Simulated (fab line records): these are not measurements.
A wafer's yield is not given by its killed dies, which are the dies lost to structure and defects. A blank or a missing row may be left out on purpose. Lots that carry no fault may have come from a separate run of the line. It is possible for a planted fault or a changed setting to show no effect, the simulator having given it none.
A struck lot beside a sound one -- flow sky130 -- 20 out of 708 route steps
Sound: wafers L631.2, L631.5, L631.6. The struck wafers were L641.1, L641.3, L641.5. Last of all comes the cause.
Each step with rows lists, per side, the tool, then ch with its chambers, then its first start. Under that, the readings that differ: sound wafers -- struck wafers -- difference of the means -- sigmas: that difference in standard deviations of wafers without a fault.
alike: same words and numbers on both sides, and readings whose means sit less than 2 such deviations apart. not compared: any withheld reading, any reading some wafer has no value for, any bound like >300 that may hide the same value, and any number with overlapping values for which the record gives no deviation.
The two part at a step that has a row with sigmas, a row that says differs or no value, or rows on one side only. Non-overlapping numbers with no deviation appear without sigmas and do not part them. A reading that every wafer of one side lacks parts them only if that side has two wafers or more.

SKY_RES_XHIGH_STRIP_08: strips in O2/N2.
  sound on plasma_asher-01 ch 0,1, day 26 02:01; struck on plasma_asher-03 ch 1, day 29 20:35
reading,sound,struck,difference,sigmas
drypump_motor_current_A (A),6.7 6.6 5.7,5.3 5.3 5.3,-1.0,-2
  alike: oes_product_au, strip_time_to_endpoint_s
  not compared: rf_hours_counter_h
SKY_RES_XHIGH_TW_MEAS_09:
  sound on film_metro-01, day 26 02:07; struck on film_metro-04, day 29 20:41
  alike: RES_XHIGH_TW
then, 7 steps without rows for these wafers: SKY_SD_N_DEHYDRATE_00 (time 60 s); SKY_SD_N_HMDS_01 (prime time 60 s); SKY_SD_N_COAT_02 (resist thk 1140 nm); SKY_SD_N_SOFTBAKE_03 (time 60 s); SKY_SD_N_EXPOSE_04 (exposes mask NSDM, target cd 380 nm); SKY_SD_N_PEB_05; SKY_SD_N_DEVELOP_06 (develop time 60 s).
SKY_SD_N_CD_MEAS_07: the cd target is 380 nm.
  sound on cd_sem-02, day 27 07:40; struck on cd_sem-02, day 31 00:45
reading,sound,struck,difference,sigmas
cd_nm (nm),383.1 385.0 386.1,378.7 377.2 378.2,-6.7,-3
SKY_SD_N_OVL_MEAS_08:
  sound on overlay-02, day 27 07:46; struck on overlay-02, day 31 00:52
  alike: SD_N_OVL
after that, 1 step had no rows for these wafers: SKY_SD_N_IMPLANT_09.
SKY_SD_N_IMPLANT_10:
  sound on implanter-03 ch 0, day 27 07:59; struck on implanter-03 ch 0, day 31 01:03
reading,sound,struck,difference,sigmas
implant_ion_amu,31 31 31,75 75 75,+44,
model.implant.rp_nm (nm),29.2 29.2 29.2,16.15 16.15 16.15,-13.05,
model.implant.drp_nm (nm),13 13 13,7.233 7.233 7.233,-5.767,
  alike: beam_on_s, tilt_deg
SKY_SD_N_STRIP_11: strips in O2/N2.
  sound on plasma_asher-04 ch 0,1, day 27 08:06; struck on plasma_asher-03 ch 1, day 31 01:12
  alike: drypump_motor_current_A, oes_product_au, strip_time_to_endpoint_s
  not compared: rf_hours_counter_h
SKY_SD_N_TW_MEAS_12:
  sound on film_metro-04, day 27 08:13; struck on film_metro-01, day 31 01:18
  alike: SD_N_TW
then, 1 step without rows for these wafers: SKY_SD_N_CLEAN_13 (cleans in SC1/SC2, time 150 s).
SKY_SD_N_RTA_14: time 2 s.
  sound on rtp_anneal-01 ch 0, day 27 08:20; struck on rtp_anneal-01 ch 0, day 31 01:25
  alike: chamber_o2_ppm, lamp_power_pct, wafer_temp_C_max
SKY_SD_N_RS_MEAS_16: a four-point-probe measurement.
  sound on film_metro-01, day 27 08:31; struck on film_metro-04, day 31 01:35
reading,sound,struck,difference,sigmas
SD_N_RS (ohm/sq),68.41 68.26 68.40,70.66 70.77 70.76,+2.37,+22
SKY_SD_N_RS_MEAS_17: a four-point-probe measurement.
  sound on film_metro-01, day 27 08:38; struck on film_metro-04, day 31 01:43
reading,sound,struck,difference,sigmas
SD_P_RS (ohm/sq),146.5 146.4 146.2,147.0 147.7 146.9,+0.8,+3
-- record jumps: 17 days separate the struck wafers' starts on either side; left off in module SD_N, taken up again in module PAD_OPEN, whose first shown step is the route's number 708 --
SKY_PAD_OPEN_PROBE_99:
  sound on prober-01, day 45 08:01; struck on prober-01, day 48 01:14
reading,sound,struck,difference,sigmas
killed_at_other,3 0 1,0 0 0,-1,-2
model.etest.res_ndiff.line_ohm_um,775 771.8 750,783.9 790.2 799,+25.4,
model.etest.res_ndiff.rs_ohm_sq,120.1 120.2 120.1,126.8 127.7 127.5,+7.2,
model.etest.res_ndiff_hv.rs_ohm_sq,113 112.9 113.2,120.6 119.7 120.2,+7.1,
  alike: killed_at_M0_to_M3, killed_at_M4_up, killed_at_contacts, killed_at_front_end, killed_dies, killed_open, killed_short

== WHERE THEY PART ==
At SKY_RES_XHIGH_STRIP_08 first; at SKY_PAD_OPEN_PROBE_99 last (within this record only).

WHY: what had been put in by the simulator
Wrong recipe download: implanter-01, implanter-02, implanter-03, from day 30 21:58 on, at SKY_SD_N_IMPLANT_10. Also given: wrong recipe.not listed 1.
